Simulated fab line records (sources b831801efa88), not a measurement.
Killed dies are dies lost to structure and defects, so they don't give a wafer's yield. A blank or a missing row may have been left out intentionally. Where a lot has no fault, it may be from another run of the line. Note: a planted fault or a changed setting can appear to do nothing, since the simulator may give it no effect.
Which tool was responsible? / flow sky130 / 72 wafers from 24 lots sampled at 6 of the route's 708 steps

== WHAT THE GAUGES SHOWED, per wafer ==
SKY_SD_N_OVL_MEAS_08.
lot=L074; measured=day 27 08:48; on=overlay-01; SD_N_OVL (nm)=0.9 1.2 -0.8
lot=L075; measured=day 27 10:49; on=overlay-02; SD_N_OVL (nm)=-0.6 -1.0 -0.6
lot=L076; measured=day 28 02:11; on=overlay-01; SD_N_OVL (nm)=1.9 -0.5 0.9
lot=L077; measured=day 28 09:10; on=overlay-01; SD_N_OVL (nm)=-1.5 -0.7 -3.0
lot=L078; measured=day 28 15:08; on=overlay-02; SD_N_OVL (nm)=0.2 -0.9 -0.5
lot=L079; measured=day 29 12:00; on=overlay-02; SD_N_OVL (nm)=-1.0 -1.4 -1.5
lot=L080; measured=day 29 20:49; on=overlay-01; SD_N_OVL (nm)=-0.7 0.7 0.2
lot=L081; measured=day 29 23:40; on=overlay-01; SD_N_OVL (nm)=-1.7 1.7 -0.9
lot=L082; measured=day 30 12:34; on=overlay-02; SD_N_OVL (nm)=-1.5 -0.1 -2.2
lot=L083; measured=day 30 14:27; on=overlay-02; SD_N_OVL (nm)=3.0 1.4 2.9
lot=L084; measured=day 31 06:55; on=overlay-01; SD_N_OVL (nm)=1.7 0.5 0.1
lot=L086; measured=day 31 13:46; on=overlay-02; SD_N_OVL (nm)=-1.1 -1.2 -0.2
lot=L085; measured=day 31 18:05; on=overlay-02; SD_N_OVL (nm)=1.0 -0.9 0.5
lot=L087; measured=day 32 02:28; on=overlay-01; SD_N_OVL (nm)=0.2 -1.0 0.5
lot=L088; measured=day 32 15:16; on=overlay-02; SD_N_OVL (nm)=1.7 1.9 -0.6
lot=L089; measured=day 32 18:02; on=overlay-01; SD_N_OVL (nm)=-0.6 -0.2 1.0
lot=L090; measured=day 32 23:53; on=overlay-02; SD_N_OVL (nm)=-1.6 -0.9 0.7
lot=L091; measured=day 33 07:15; on=overlay-01; SD_N_OVL (nm)=1.0 -0.7 -0.2
lot=L092; measured=day 33 15:19; on=overlay-02; SD_N_OVL (nm)=-0.8 -0.3 -2.0
lot=L093; measured=day 35 16:25; on=overlay-02; SD_N_OVL (nm)=-1.0 1.7 -0.2
lot=L097; measured=day 35 17:21; on=overlay-02; SD_N_OVL (nm)=-0.9 0.6 0.4
lot=L094; measured=day 35 20:50; on=overlay-02; SD_N_OVL (nm)=0.8 1.8 0.9
lot=L096; measured=day 35 21:33; on=overlay-01; SD_N_OVL (nm)=-0.3 1.6 1.3
lot=L095; measured=day 36 00:16; on=overlay-02; SD_N_OVL (nm)=0.7 0.4 0.0

SKY_LOCAL_INTERCONNECT_RS_MEAS_01: the measuring method here is four-point-probe.
lot=L074; measured=day 28 16:33; on=film_metro-03; LOCAL_INTERCONNECT_TIN_RS (ohm/sq)=14.14 14.13 14.06
lot=L075; measured=day 28 18:26; on=film_metro-03; LOCAL_INTERCONNECT_TIN_RS (ohm/sq)=14.05 14.09 14.19
lot=L076; measured=day 29 09:43; on=film_metro-03; LOCAL_INTERCONNECT_TIN_RS (ohm/sq)=13.86 13.99 13.98
lot=L077; measured=day 29 17:05; on=film_metro-03; LOCAL_INTERCONNECT_TIN_RS (ohm/sq)=13.95 13.83 14.06
lot=L078; measured=day 30 00:16; on=film_metro-03; LOCAL_INTERCONNECT_TIN_RS (ohm/sq)=14.08 14.05 14.11
lot=L079; measured=day 30 19:38; on=film_metro-02; LOCAL_INTERCONNECT_TIN_RS (ohm/sq)=14.07 13.83 14.05
lot=L080; measured=day 31 02:55; on=film_metro-01; LOCAL_INTERCONNECT_TIN_RS (ohm/sq)=14.40 14.19 14.31
lot=L081; measured=day 31 05:41; on=film_metro-02; LOCAL_INTERCONNECT_TIN_RS (ohm/sq)=14.03 14.19 14.16
lot=L082; measured=day 31 18:31; on=film_metro-01; LOCAL_INTERCONNECT_TIN_RS (ohm/sq)=14.16 14.23 14.23
lot=L083; measured=day 31 21:31; on=film_metro-01; LOCAL_INTERCONNECT_TIN_RS (ohm/sq)=14.18 14.02 14.24
lot=L084; measured=day 32 12:26; on=film_metro-01; LOCAL_INTERCONNECT_TIN_RS (ohm/sq)=13.98 14.02 13.83
lot=L086; measured=day 32 20:25; on=film_metro-03; LOCAL_INTERCONNECT_TIN_RS (ohm/sq)=14.16 14.28 14.15
lot=L085; measured=day 33 00:11; on=film_metro-03; LOCAL_INTERCONNECT_TIN_RS (ohm/sq)=14.00 14.13 13.94
lot=L087; measured=day 33 09:11; on=film_metro-01; LOCAL_INTERCONNECT_TIN_RS (ohm/sq)=14.51 14.40 14.39
lot=L088; measured=day 33 21:47; on=film_metro-01; LOCAL_INTERCONNECT_TIN_RS (ohm/sq)=14.03 14.01 14.10
lot=L089; measured=day 33 23:38; on=film_metro-01; LOCAL_INTERCONNECT_TIN_RS (ohm/sq)=14.23 14.21 14.19
lot=L090; measured=day 34 06:03; on=film_metro-03; LOCAL_INTERCONNECT_TIN_RS (ohm/sq)=13.83 13.89 13.75
lot=L091; measured=day 34 11:31; on=film_metro-03; LOCAL_INTERCONNECT_TIN_RS (ohm/sq)=14.27 14.06 14.20
lot=L092; measured=day 34 20:42; on=film_metro-02; LOCAL_INTERCONNECT_TIN_RS (ohm/sq)=14.12 14.06 14.22
lot=L093; measured=day 36 22:32; on=film_metro-03; LOCAL_INTERCONNECT_TIN_RS (ohm/sq)=14.31 14.11 14.19
lot=L097; measured=day 36 22:35; on=film_metro-02; LOCAL_INTERCONNECT_TIN_RS (ohm/sq)=14.26 14.40 14.01
lot=L094; measured=day 37 01:46; on=film_metro-02; LOCAL_INTERCONNECT_TIN_RS (ohm/sq)=14.06 13.87 14.11
lot=L096; measured=day 37 03:23; on=film_metro-01; LOCAL_INTERCONNECT_TIN_RS (ohm/sq)=14.05 13.96 14.12
lot=L095; measured=day 37 06:13; on=film_metro-01; LOCAL_INTERCONNECT_TIN_RS (ohm/sq)=13.98 13.97 14.04

SKY_CONTACT_THK_MEAS_01.
lot=L074; measured=day 29 22:39; on=film_metro-04; CONTACT_CVD_00_THK (nm)=74.6 74.9 76.3
lot=L075; measured=day 30 00:55; on=film_metro-02; CONTACT_CVD_00_THK (nm)=76.6 74.2 76.0
lot=L076; measured=day 30 14:58; on=film_metro-04; CONTACT_CVD_00_THK (nm)=74.1 75.8 74.6
lot=L077; measured=day 30 21:42; on=film_metro-03; CONTACT_CVD_00_THK (nm)=75.2 74.3 76.0
lot=L078; measured=day 31 04:49; on=film_metro-03; CONTACT_CVD_00_THK (nm)=75.4 74.3 76.2
lot=L079; measured=day 31 23:25; on=film_metro-04; CONTACT_CVD_00_THK (nm)=74.8 75.7 74.8
lot=L080; measured=day 32 07:29; on=film_metro-04; CONTACT_CVD_00_THK (nm)=74.2 75.6 75.9
lot=L081; measured=day 32 09:34; on=film_metro-04; CONTACT_CVD_00_THK (nm)=75.7 75.1 76.8
lot=L082; measured=day 32 23:13; on=film_metro-04; CONTACT_CVD_00_THK (nm)=76.3 74.7 74.7
lot=L083; measured=day 33 01:22; on=film_metro-02; CONTACT_CVD_00_THK (nm)=73.9 72.7 75.2
lot=L084; measured=day 33 16:53; on=film_metro-03; CONTACT_CVD_00_THK (nm)=73.7 75.4 74.6
lot=L086; measured=day 34 00:23; on=film_metro-04; CONTACT_CVD_00_THK (nm)=72.9 74.6 75.7
lot=L085; measured=day 34 03:55; on=film_metro-02; CONTACT_CVD_00_THK (nm)=73.8 74.1 73.7
lot=L087; measured=day 34 12:52; on=film_metro-02; CONTACT_CVD_00_THK (nm)=73.9 75.8 75.9
lot=L088; measured=day 35 00:17; on=film_metro-02; CONTACT_CVD_00_THK (nm)=73.7 75.3 73.8
lot=L089; measured=day 35 02:32; on=film_metro-02; CONTACT_CVD_00_THK (nm)=73.7 74.7 75.4
lot=L090; measured=day 35 09:29; on=film_metro-04; CONTACT_CVD_00_THK (nm)=74.4 74.1 75.8
lot=L091; measured=day 35 15:07; on=film_metro-03; CONTACT_CVD_00_THK (nm)=72.9 73.9 74.5
lot=L092; measured=day 36 00:25; on=film_metro-02; CONTACT_CVD_00_THK (nm)=75.3 76.5 76.1
lot=L093; measured=day 38 00:35; on=film_metro-04; CONTACT_CVD_00_THK (nm)=73.1 76.6 74.1
lot=L097; measured=day 38 01:05; on=film_metro-03; CONTACT_CVD_00_THK (nm)=74.8 74.9 73.8
lot=L094; measured=day 38 04:19; on=film_metro-03; CONTACT_CVD_00_THK (nm)=74.9 73.6 74.6
lot=L096; measured=day 38 06:01; on=film_metro-02; CONTACT_CVD_00_THK (nm)=74.5 76.0 76.3
lot=L095; measured=day 38 08:13; on=film_metro-03; CONTACT_CVD_00_THK (nm)=73.0 74.8 74.6

SKY_CONTACT_THK_MEAS_03.
lot=L074; measured=day 29 22:46; on=film_metro-03; CONTACT_HDPCVD_THK (nm)=562 573 565
lot=L075; measured=day 30 01:03; on=film_metro-03; CONTACT_HDPCVD_THK (nm)=565 563 562
lot=L076; measured=day 30 15:07; on=film_metro-02; CONTACT_HDPCVD_THK (nm)=564 553 560
lot=L077; measured=day 30 21:50; on=film_metro-04; CONTACT_HDPCVD_THK (nm)=562 565 567
lot=L078; measured=day 31 04:56; on=film_metro-04; CONTACT_HDPCVD_THK (nm)=568 564 576
lot=L079; measured=day 31 23:32; on=film_metro-03; CONTACT_HDPCVD_THK (nm)=565 557 555
lot=L080; measured=day 32 07:37; on=film_metro-03; CONTACT_HDPCVD_THK (nm)=551 560 560
lot=L081; measured=day 32 09:42; on=film_metro-03; CONTACT_HDPCVD_THK (nm)=567 563 562
lot=L082; measured=day 32 23:20; on=film_metro-03; CONTACT_HDPCVD_THK (nm)=567 564 562
lot=L083; measured=day 33 01:30; on=film_metro-04; CONTACT_HDPCVD_THK (nm)=558 568 570
lot=L084; measured=day 33 17:01; on=film_metro-02; CONTACT_HDPCVD_THK (nm)=564 563 566
lot=L086; measured=day 34 00:31; on=film_metro-03; CONTACT_HDPCVD_THK (nm)=560 572 560
lot=L085; measured=day 34 04:03; on=film_metro-04; CONTACT_HDPCVD_THK (nm)=571 580 570
lot=L087; measured=day 34 13:00; on=film_metro-03; CONTACT_HDPCVD_THK (nm)=575 563 576
lot=L088; measured=day 35 00:25; on=film_metro-03; CONTACT_HDPCVD_THK (nm)=570 578 558
lot=L089; measured=day 35 02:40; on=film_metro-04; CONTACT_HDPCVD_THK (nm)=570 571 566
lot=L090; measured=day 35 09:37; on=film_metro-03; CONTACT_HDPCVD_THK (nm)=563 563 559
lot=L091; measured=day 35 15:14; on=film_metro-02; CONTACT_HDPCVD_THK (nm)=571 567 569
lot=L092; measured=day 36 00:32; on=film_metro-03; CONTACT_HDPCVD_THK (nm)=557 561 567
lot=L093; measured=day 38 00:43; on=film_metro-04; CONTACT_HDPCVD_THK (nm)=562 561 562
lot=L097; measured=day 38 01:13; on=film_metro-04; CONTACT_HDPCVD_THK (nm)=564 556 564
lot=L094; measured=day 38 04:26; on=film_metro-02; CONTACT_HDPCVD_THK (nm)=558 560 565
lot=L096; measured=day 38 06:08; on=film_metro-02; CONTACT_HDPCVD_THK (nm)=564 564 567
lot=L095; measured=day 38 08:21; on=film_metro-02; CONTACT_HDPCVD_THK (nm)=558 565 563

SKY_METAL1_OVL_MEAS_16.
lot=L074; measured=day 32 07:12; on=overlay-01; METAL1_OVL (nm)=-3 0 -3
lot=L075; measured=day 32 10:32; on=overlay-02; METAL1_OVL (nm)=-1 2 -3
lot=L076; measured=day 32 23:43; on=overlay-01; METAL1_OVL (nm)=-1 0 -1
lot=L077; measured=day 33 07:33; on=overlay-02; METAL1_OVL (nm)=-5 -1 -5
lot=L078; measured=day 33 13:04; on=overlay-01; METAL1_OVL (nm)=-1 -4 -4
lot=L079; measured=day 34 08:25; on=overlay-01; METAL1_OVL (nm)=-1 1 -4
lot=L080; measured=day 34 15:23; on=overlay-02; METAL1_OVL (nm)=-2 -4 -2
lot=L081; measured=day 34 17:31; on=overlay-01; METAL1_OVL (nm)=9 8 5
lot=L082; measured=day 35 06:49; on=overlay-01; METAL1_OVL (nm)=2 1 4
lot=L083; measured=day 35 09:49; on=overlay-02; METAL1_OVL (nm)=8 15 6
lot=L084; measured=day 36 00:37; on=overlay-02; METAL1_OVL (nm)=2 0 -3
lot=L086; measured=day 36 08:10; on=overlay-01; METAL1_OVL (nm)=-8 -5 -3
lot=L085; measured=day 36 10:47; on=overlay-02; METAL1_OVL (nm)=1 -2 -8
lot=L087; measured=day 36 20:10; on=overlay-01; METAL1_OVL (nm)=3 5 1
lot=L088; measured=day 37 07:36; on=overlay-01; METAL1_OVL (nm)=-2 2 0
lot=L089; measured=day 37 09:26; on=overlay-01; METAL1_OVL (nm)=5 -4 0
lot=L090; measured=day 37 16:39; on=overlay-02; METAL1_OVL (nm)=5 7 2
lot=L091; measured=day 37 21:41; on=overlay-02; METAL1_OVL (nm)=1 -2 1
lot=L092; measured=day 38 07:04; on=overlay-01; METAL1_OVL (nm)=-6 -12 -12
lot=L093; measured=day 40 06:59; on=overlay-01; METAL1_OVL (nm)=-4 -7 -15
lot=L097; measured=day 40 07:04; on=overlay-01; METAL1_OVL (nm)=-2 -7 1
lot=L094; measured=day 40 09:11; on=overlay-01; METAL1_OVL (nm)=6 -4 6
lot=L096; measured=day 40 10:03; on=overlay-02; METAL1_OVL (nm)=-9 2 0
lot=L095; measured=day 40 12:18; on=overlay-02; METAL1_OVL (nm)=-9 -3 -5

== WHICH TOOL RAN EACH LOT (tool, then ch and the chambers of the sampled wafers, then the start) ==
lot=L074; SKY_LI_CONTACT_SPUTTER_20=pvd_sputter-04, day 28 15:35
lot=L075; SKY_LI_CONTACT_SPUTTER_20=pvd_sputter-03, day 28 17:38
lot=L076; SKY_LI_CONTACT_SPUTTER_20=pvd_sputter-04, day 29 08:58
lot=L077; SKY_LI_CONTACT_SPUTTER_20=pvd_sputter-03, day 29 16:20
lot=L078; SKY_LI_CONTACT_SPUTTER_20=pvd_sputter-04, day 29 23:17
lot=L079; SKY_LI_CONTACT_SPUTTER_20=pvd_sputter-03, day 30 18:55
lot=L080; SKY_LI_CONTACT_SPUTTER_20=pvd_sputter-02, day 31 02:11
lot=L081; SKY_LI_CONTACT_SPUTTER_20=pvd_sputter-04, day 31 04:41
lot=L082; SKY_LI_CONTACT_SPUTTER_20=pvd_sputter-03, day 31 17:47
lot=L083; SKY_LI_CONTACT_SPUTTER_20=pvd_sputter-02, day 31 20:46
lot=L084; SKY_LI_CONTACT_SPUTTER_20=pvd_sputter-04, day 32 11:42
lot=L086; SKY_LI_CONTACT_SPUTTER_20=pvd_sputter-02, day 32 19:40
lot=L085; SKY_LI_CONTACT_SPUTTER_20=pvd_sputter-03, day 32 23:27
lot=L087; SKY_LI_CONTACT_SPUTTER_20=pvd_sputter-02, day 33 08:16
lot=L088; SKY_LI_CONTACT_SPUTTER_20=pvd_sputter-03, day 33 20:28
lot=L089; SKY_LI_CONTACT_SPUTTER_20=pvd_sputter-04, day 33 22:55
lot=L090; SKY_LI_CONTACT_SPUTTER_20=pvd_sputter-04, day 34 05:05
lot=L091; SKY_LI_CONTACT_SPUTTER_20=pvd_sputter-04, day 34 10:47
lot=L092; SKY_LI_CONTACT_SPUTTER_20=pvd_sputter-04, day 34 19:57
lot=L093; SKY_LI_CONTACT_SPUTTER_20=pvd_sputter-04, day 36 21:40
lot=L097; SKY_LI_CONTACT_SPUTTER_20=pvd_sputter-02, day 36 21:52
lot=L094; SKY_LI_CONTACT_SPUTTER_20=pvd_sputter-03, day 37 00:50
lot=L096; SKY_LI_CONTACT_SPUTTER_20=pvd_sputter-03, day 37 02:31
lot=L095; SKY_LI_CONTACT_SPUTTER_20=pvd_sputter-03, day 37 05:19
- SKY_LI_CONTACT_SPUTTER_20: material TiN, target thk 20 nm, time 80 s.

== WHAT THE TOOLS THEMSELVES READ (means of the sampled wafers that have a number; where no wafer has one, the mark that the record gives instead) ==
SKY_LI_CONTACT_SPUTTER_20.
lot=L074; tool=pvd_sputter-04; throttle_valve_pct (%)=30.6
lot=L075; tool=pvd_sputter-03; throttle_valve_pct (%)=29.8
lot=L076; tool=pvd_sputter-04; throttle_valve_pct (%)=30.9
lot=L077; tool=pvd_sputter-03; throttle_valve_pct (%)=30.0
lot=L078; tool=pvd_sputter-04; throttle_valve_pct (%)=29.9
lot=L079; tool=pvd_sputter-03; throttle_valve_pct (%)=30.9
lot=L080; tool=pvd_sputter-02; throttle_valve_pct (%)=29.7
lot=L081; tool=pvd_sputter-04; throttle_valve_pct (%)=31.0
lot=L082; tool=pvd_sputter-03; throttle_valve_pct (%)=30.7
lot=L083; tool=pvd_sputter-02; throttle_valve_pct (%)=30.4
lot=L084; tool=pvd_sputter-04; throttle_valve_pct (%)=30.6
lot=L086; tool=pvd_sputter-02; throttle_valve_pct (%)=30.3
lot=L085; tool=pvd_sputter-03; throttle_valve_pct (%)=30.9
lot=L087; tool=pvd_sputter-02; throttle_valve_pct (%)=30.8
lot=L088; tool=pvd_sputter-03; throttle_valve_pct (%)=30.5
lot=L089; tool=pvd_sputter-04; throttle_valve_pct (%)=29.5
lot=L090; tool=pvd_sputter-04; throttle_valve_pct (%)=29.9
lot=L091; tool=pvd_sputter-04; throttle_valve_pct (%)=30.5
lot=L092; tool=pvd_sputter-04; throttle_valve_pct (%)=30.8
lot=L093; tool=pvd_sputter-04; throttle_valve_pct (%)=29.8
lot=L097; tool=pvd_sputter-02; throttle_valve_pct (%)=30.2
lot=L094; tool=pvd_sputter-03; throttle_valve_pct (%)=30.7
lot=L096; tool=pvd_sputter-03; throttle_valve_pct (%)=29.2
lot=L095; tool=pvd_sputter-03; throttle_valve_pct (%)=30.7

== THE ANSWER, worked out from the rows above alone ==
Rule: what is usual is taken from the lots themselves. The widest of any qualifying gaps counts: lots, ordered by their means at a reading, are off when they make up no more than a third of the lots, leave a main group of 4 or more, and stand apart from it by 3 or more times the standard deviation of that group's means. Not used: any main group whose means are identical at the precision the tables above print for the reading. A lot without any number at a reading at which 4 lots or more have one is off too. The other lots that the step has rows for count as sound. The gauges are gone through in route order, then the tools' own readings, and for those a lot's mean is taken as printed above. The first step at which some lot is off is used, and at that step the reading that is off furthest; a lot without a number counts as furthest.
No lot is off on any of the readings shown, so nothing can be concluded from this.

== WHAT WAS PUT IN BY THE SIMULATOR ==
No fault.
